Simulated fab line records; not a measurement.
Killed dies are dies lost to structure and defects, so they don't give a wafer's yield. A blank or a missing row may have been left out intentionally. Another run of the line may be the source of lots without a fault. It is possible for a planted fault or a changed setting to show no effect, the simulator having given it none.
Which tool did it? || flow gf180mcu || Sampling: 13 lots, 39 wafers, 5 of 602 route steps

WHAT EACH GAUGE READ, for each wafer
GF_DNWELL_TW_MEAS_09. Usual: DNWELL_TW 1350, standard deviation 8.3.
{"lot": "L775", "measured": "day 2 22:40", "on": "film_metro-02", "DNWELL_TW": "1341 1338 1341", "flag": ""}
{"lot": "L777", "measured": "day 3 11:14", "on": "film_metro-02", "DNWELL_TW": "1346 1352 1344", "flag": ""}
{"lot": "L778", "measured": "day 3 15:37", "on": "film_metro-03", "DNWELL_TW": "1347 1339 1349", "flag": ""}
{"lot": "L780", "measured": "day 4 04:07", "on": "film_metro-03", "DNWELL_TW": "1355 1357 1354", "flag": ""}
{"lot": "L781", "measured": "day 4 08:12", "on": "film_metro-03", "DNWELL_TW": "1355 1359 1356", "flag": ""}
{"lot": "L782", "measured": "day 4 14:36", "on": "film_metro-03", "DNWELL_TW": "1363 1366 1360", "flag": ""}
{"lot": "L783", "measured": "day 4 18:57", "on": "film_metro-02", "DNWELL_TW": "1354 1345 1352", "flag": ""}
{"lot": "L784", "measured": "day 4 22:42", "on": "film_metro-03", "DNWELL_TW": "1348 1357 1358", "flag": ""}
{"lot": "L790", "measured": "day 6 08:52", "on": "film_metro-03", "DNWELL_TW": "1311 1314 1302", "flag": "OFF"}
{"lot": "L792", "measured": "day 6 19:32", "on": "film_metro-04", "DNWELL_TW": "1303 1303 1305", "flag": "OFF"}
{"lot": "L793", "measured": "day 7 02:43", "on": "film_metro-04", "DNWELL_TW": "1339 1345 1339", "flag": ""}
{"lot": "L796", "measured": "day 7 15:46", "on": "film_metro-02", "DNWELL_TW": "1345 1345 1349", "flag": ""}
{"lot": "L797", "measured": "day 7 21:56", "on": "film_metro-02", "DNWELL_TW": "1360 1366 1365", "flag": ""}

GF_MVSD_TW_MEAS_11. Usual: MVSD_TW 1571, standard deviation 10.
{"lot": "L775", "measured": "day 4 15:04", "on": "film_metro-01", "MVSD_TW": "1559 1556 1564", "flag": ""}
{"lot": "L777", "measured": "day 5 03:37", "on": "film_metro-03", "MVSD_TW": "1595 1584 1586", "flag": ""}
{"lot": "L778", "measured": "day 5 09:48", "on": "film_metro-04", "MVSD_TW": "1564 1566 1570", "flag": ""}
{"lot": "L780", "measured": "day 6 00:02", "on": "film_metro-04", "MVSD_TW": "1574 1582 1570", "flag": ""}
{"lot": "L781", "measured": "day 6 03:08", "on": "film_metro-03", "MVSD_TW": "1581 1576 1579", "flag": ""}
{"lot": "L782", "measured": "day 6 10:24", "on": "film_metro-04", "MVSD_TW": "1575 1572 1567", "flag": ""}
{"lot": "L783", "measured": "day 6 16:19", "on": "film_metro-03", "MVSD_TW": "1580 1575 1580", "flag": ""}
{"lot": "L784", "measured": "day 6 20:56", "on": "film_metro-01", "MVSD_TW": "1571 1564 1573", "flag": ""}
{"lot": "L790", "measured": "day 8 08:26", "on": "film_metro-03", "MVSD_TW": "1571 1578 1575", "flag": ""}
{"lot": "L792", "measured": "day 8 20:28", "on": "film_metro-04", "MVSD_TW": "1574 1564 1564", "flag": ""}
{"lot": "L793", "measured": "day 9 03:53", "on": "film_metro-01", "MVSD_TW": "1565 1555 1564", "flag": ""}
{"lot": "L796", "measured": "day 9 16:10", "on": "film_metro-03", "MVSD_TW": "1574 1575 1582", "flag": ""}
{"lot": "L797", "measured": "day 9 23:49", "on": "film_metro-01", "MVSD_TW": "1569 1562 1565", "flag": ""}

GF_DUAL_GATE_OVL_MEAS_11. Usual: DUAL_GATE_OVL -0.2 nm, standard deviation 1.5.
{"lot": "L775", "measured": "day 8 13:52", "on": "overlay-01", "DUAL_GATE_OVL (nm)": "-0.6 -0.7 1.2", "flag": ""}
{"lot": "L777", "measured": "day 9 08:28", "on": "overlay-01", "DUAL_GATE_OVL (nm)": "0.1 1.7 0.4", "flag": ""}
{"lot": "L778", "measured": "day 9 13:24", "on": "overlay-02", "DUAL_GATE_OVL (nm)": "-0.2 -0.9 -0.2", "flag": ""}
{"lot": "L780", "measured": "day 10 01:46", "on": "overlay-02", "DUAL_GATE_OVL (nm)": "0.6 0.7 0.4", "flag": ""}
{"lot": "L781", "measured": "day 10 07:10", "on": "overlay-01", "DUAL_GATE_OVL (nm)": "-1.4 -1.1 -2.5", "flag": ""}
{"lot": "L782", "measured": "day 10 17:15", "on": "overlay-02", "DUAL_GATE_OVL (nm)": "-0.1 2.0 1.0", "flag": ""}
{"lot": "L783", "measured": "day 11 05:19", "on": "overlay-02", "DUAL_GATE_OVL (nm)": "3.8 3.2 4.3", "flag": ""}
{"lot": "L784", "measured": "day 11 05:37", "on": "overlay-01", "DUAL_GATE_OVL (nm)": "0.5 -1.8 -1.5", "flag": ""}
{"lot": "L790", "measured": "day 12 22:55", "on": "overlay-02", "DUAL_GATE_OVL (nm)": "0.1 -0.3 -0.3", "flag": ""}
{"lot": "L792", "measured": "day 13 15:05", "on": "overlay-01", "DUAL_GATE_OVL (nm)": "0.4 0.5 1.8", "flag": ""}
{"lot": "L793", "measured": "day 13 20:06", "on": "overlay-01", "DUAL_GATE_OVL (nm)": "-2.3 -2.6 -0.9", "flag": ""}
{"lot": "L796", "measured": "day 14 13:28", "on": "overlay-01", "DUAL_GATE_OVL (nm)": "-2.4 -1.3 -2.4", "flag": ""}
{"lot": "L797", "measured": "day 14 23:16", "on": "overlay-01", "DUAL_GATE_OVL (nm)": "-1.3 -0.9 -1.7", "flag": ""}

WHAT TOOL EACH LOT RAN ON (gives the tool, then ch and the chambers of the sampled wafers, and finally the start)
{"lot": "L775", "GF_STI_ETCH_14": "rie_si-02 ch 2, day 2 05:59", "GF_DNWELL_IMPLANT_07": "implanter-04 ch 0, day 2 22:26"}
{"lot": "L777", "GF_STI_ETCH_14": "rie_si-02 ch 1,2, day 2 16:16", "GF_DNWELL_IMPLANT_07": "implanter-02 ch 0, day 3 11:00"}
{"lot": "L778", "GF_STI_ETCH_14": "rie_si-01 ch 0,2, day 2 21:35", "GF_DNWELL_IMPLANT_07": "implanter-04 ch 0, day 3 15:22"}
{"lot": "L780", "GF_STI_ETCH_14": "rie_si-01 ch 0,2, day 3 09:27", "GF_DNWELL_IMPLANT_07": "implanter-01 ch 0, day 4 03:54"}
{"lot": "L781", "GF_STI_ETCH_14": "rie_si-02 ch 0,2,3, day 3 13:59", "GF_DNWELL_IMPLANT_07": "implanter-02 ch 0, day 4 07:57"}
{"lot": "L782", "GF_STI_ETCH_14": "rie_si-02 ch 1,3, day 3 20:06", "GF_DNWELL_IMPLANT_07": "implanter-01 ch 0, day 4 14:21"}
{"lot": "L783", "GF_STI_ETCH_14": "rie_si-02 ch 0,2,3, day 4 00:20", "GF_DNWELL_IMPLANT_07": "implanter-02 ch 0, day 4 18:42"}
{"lot": "L784", "GF_STI_ETCH_14": "rie_si-02 ch 0,1,2, day 4 04:52", "GF_DNWELL_IMPLANT_07": "implanter-04 ch 0, day 4 22:27"}
{"lot": "L790", "GF_STI_ETCH_14": "rie_si-02 ch 0,1,3, day 5 13:09", "GF_DNWELL_IMPLANT_07": "implanter-01 ch 0, day 6 08:37"}
{"lot": "L792", "GF_STI_ETCH_14": "rie_si-02 ch 2,3, day 5 23:28", "GF_DNWELL_IMPLANT_07": "implanter-01 ch 0, day 6 19:19"}
{"lot": "L793", "GF_STI_ETCH_14": "rie_si-01 ch 1,2, day 6 03:15", "GF_DNWELL_IMPLANT_07": "implanter-04 ch 0, day 7 02:28"}
{"lot": "L796", "GF_STI_ETCH_14": "rie_si-02 ch 0,1,3, day 6 19:18", "GF_DNWELL_IMPLANT_07": "implanter-02 ch 0, day 7 15:32"}
{"lot": "L797", "GF_STI_ETCH_14": "rie_si-01 ch 1,2,3, day 7 01:20", "GF_DNWELL_IMPLANT_07": "implanter-04 ch 0, day 7 21:42"}
- GF_STI_ETCH_14: etches Si in HBr/Cl2/O2, target depth 360 nm, time 102.9 s.
- GF_DNWELL_IMPLANT_07

WHAT THE TOOLS THEMSELVES READ (means of the sampled wafers that have a number; where no wafer has one, the mark that the record gives instead)
GF_STI_ETCH_14. Usual: HBr_flow_sccm 150.0 sccm, standard deviation 0.41; drypump_motor_current_A 5.4 A, standard deviation 0.44; oes_product_au 1.004 a.u., standard deviation 0.0096; throttle_valve_pct 25.654 %, standard deviation 0.011.
{"lot": "L775", "tool": "rie_si-02", "HBr_flow_sccm (sccm)": 150.7, "drypump_motor_current_A (A)": 5.2, "oes_product_au (a.u.)": 0.998, "throttle_valve_pct (%)": 25.649, "flag": ""}
{"lot": "L777", "tool": "rie_si-02", "HBr_flow_sccm (sccm)": 149.8, "drypump_motor_current_A (A)": 5.8, "oes_product_au (a.u.)": 1.005, "throttle_valve_pct (%)": 25.654, "flag": ""}
{"lot": "L778", "tool": "rie_si-01", "HBr_flow_sccm (sccm)": 150.0, "drypump_motor_current_A (A)": 5.6, "oes_product_au (a.u.)": 1.005, "throttle_valve_pct (%)": 25.648, "flag": ""}
{"lot": "L780", "tool": "rie_si-01", "HBr_flow_sccm (sccm)": 149.3, "drypump_motor_current_A (A)": 5.6, "oes_product_au (a.u.)": 1.001, "throttle_valve_pct (%)": 25.652, "flag": ""}
{"lot": "L781", "tool": "rie_si-02", "HBr_flow_sccm (sccm)": 150.0, "drypump_motor_current_A (A)": 5.0, "oes_product_au (a.u.)": 1.006, "throttle_valve_pct (%)": 25.658, "flag": ""}
{"lot": "L782", "tool": "rie_si-02", "HBr_flow_sccm (sccm)": 149.9, "drypump_motor_current_A (A)": 5.7, "oes_product_au (a.u.)": 1.014, "throttle_valve_pct (%)": 25.650, "flag": ""}
{"lot": "L783", "tool": "rie_si-02", "HBr_flow_sccm (sccm)": 150.2, "drypump_motor_current_A (A)": 5.0, "oes_product_au (a.u.)": 1.007, "throttle_valve_pct (%)": 25.657, "flag": ""}
{"lot": "L784", "tool": "rie_si-02", "HBr_flow_sccm (sccm)": 150.1, "drypump_motor_current_A (A)": 5.4, "oes_product_au (a.u.)": 1.003, "throttle_valve_pct (%)": 25.651, "flag": ""}
{"lot": "L790", "tool": "rie_si-02", "HBr_flow_sccm (sccm)": 150.1, "drypump_motor_current_A (A)": 5.3, "oes_product_au (a.u.)": 1.018, "throttle_valve_pct (%)": 25.646, "flag": ""}
{"lot": "L792", "tool": "rie_si-02", "HBr_flow_sccm (sccm)": 150.1, "drypump_motor_current_A (A)": 5.1, "oes_product_au (a.u.)": 1.001, "throttle_valve_pct (%)": 25.654, "flag": ""}
{"lot": "L793", "tool": "rie_si-01", "HBr_flow_sccm (sccm)": 150.1, "drypump_motor_current_A (A)": 5.6, "oes_product_au (a.u.)": 0.997, "throttle_valve_pct (%)": 25.657, "flag": ""}
{"lot": "L796", "tool": "rie_si-02", "HBr_flow_sccm (sccm)": 150.4, "drypump_motor_current_A (A)": 5.3, "oes_product_au (a.u.)": 1.011, "throttle_valve_pct (%)": 25.650, "flag": ""}
{"lot": "L797", "tool": "rie_si-01", "HBr_flow_sccm (sccm)": 149.9, "drypump_motor_current_A (A)": 5.4, "oes_product_au (a.u.)": 1.006, "throttle_valve_pct (%)": 25.665, "flag": ""}

GF_DNWELL_IMPLANT_07. Usual: dose_ions_cm2 1e+13, standard deviation 1e+10; faraday_current_uA 56.5, standard deviation 0.97.
{"lot": "L775", "tool": "implanter-04", "dose_ions_cm2": 1e+13, "faraday_current_uA": 57.0, "flag": ""}
{"lot": "L777", "tool": "implanter-02", "dose_ions_cm2": 1e+13, "faraday_current_uA": 55.6, "flag": ""}
{"lot": "L778", "tool": "implanter-04", "dose_ions_cm2": 1e+13, "faraday_current_uA": 57.5, "flag": ""}
{"lot": "L780", "tool": "implanter-01", "dose_ions_cm2": 1e+13, "faraday_current_uA": 55.5, "flag": ""}
{"lot": "L781", "tool": "implanter-02", "dose_ions_cm2": 1e+13, "faraday_current_uA": 56.8, "flag": ""}
{"lot": "L782", "tool": "implanter-01", "dose_ions_cm2": 1e+13, "faraday_current_uA": 56.8, "flag": ""}
{"lot": "L783", "tool": "implanter-02", "dose_ions_cm2": 1e+13, "faraday_current_uA": 57.3, "flag": ""}
{"lot": "L784", "tool": "implanter-04", "dose_ions_cm2": 1e+13, "faraday_current_uA": 56.0, "flag": ""}
{"lot": "L790", "tool": "implanter-01", "dose_ions_cm2": 9e+12, "faraday_current_uA": 53.6, "flag": "OFF"}
{"lot": "L792", "tool": "implanter-01", "dose_ions_cm2": 9e+12, "faraday_current_uA": 52.8, "flag": "OFF"}
{"lot": "L793", "tool": "implanter-04", "dose_ions_cm2": 1e+13, "faraday_current_uA": 56.6, "flag": ""}
{"lot": "L796", "tool": "implanter-02", "dose_ions_cm2": 1e+13, "faraday_current_uA": 56.5, "flag": ""}
{"lot": "L797", "tool": "implanter-04", "dose_ions_cm2": 1e+13, "faraday_current_uA": 55.8, "flag": ""}

THE ANSWER, worked out from the rows above alone
Rule: lot off if the mean of its wafers having a number is beyond 3 standard deviations from the usual mean. Also off: a lot with no number at a reading for which 4 or more lots have one. Any other lot the step has rows for is counted as sound. The gauges are gone through in route order, then the tools' own readings, and for those a lot's mean is taken as printed above. At the first step where some lot is off, the reading lying furthest off is the one used; lots without a number count as furthest.
Off: L790, L792, seen at GF_DNWELL_TW_MEAS_09 (DNWELL_TW).
If a tool, at a process step before that reading, ran all the lots that are off and no sound lot after the first of them, it fits. The gauges at GF_DNWELL_TW_MEAS_09 aren't tried: what is off there is off at GF_DNWELL_IMPLANT_07 too, on other tools, and a gauge's error can't cause that. One candidate fits, namely implanter-01 at GF_DNWELL_IMPLANT_07. A fault onset in the window from L782 (day 4 14:21, its last sound lot) to L790 (day 6 08:37, its first lot off) fits.
The tool's own readings at GF_DNWELL_IMPLANT_07 bear it out: on the lots that are off they differ by more than 5 times the standard deviation of the sound lots' means. dose_ions_cm2 reads 9e+12 there against 1e+13 on the sound lots; faraday_current_uA reads 53.2 there against 56.5 on the sound lots.

WHAT HAD BEEN PUT IN BY THE SIMULATOR
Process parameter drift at GF_DNWELL_IMPLANT_07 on implanter-01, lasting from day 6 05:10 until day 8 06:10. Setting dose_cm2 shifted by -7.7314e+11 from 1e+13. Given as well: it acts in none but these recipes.
Lots struck among those shown: L790, L792. This agrees with what the rule above found.
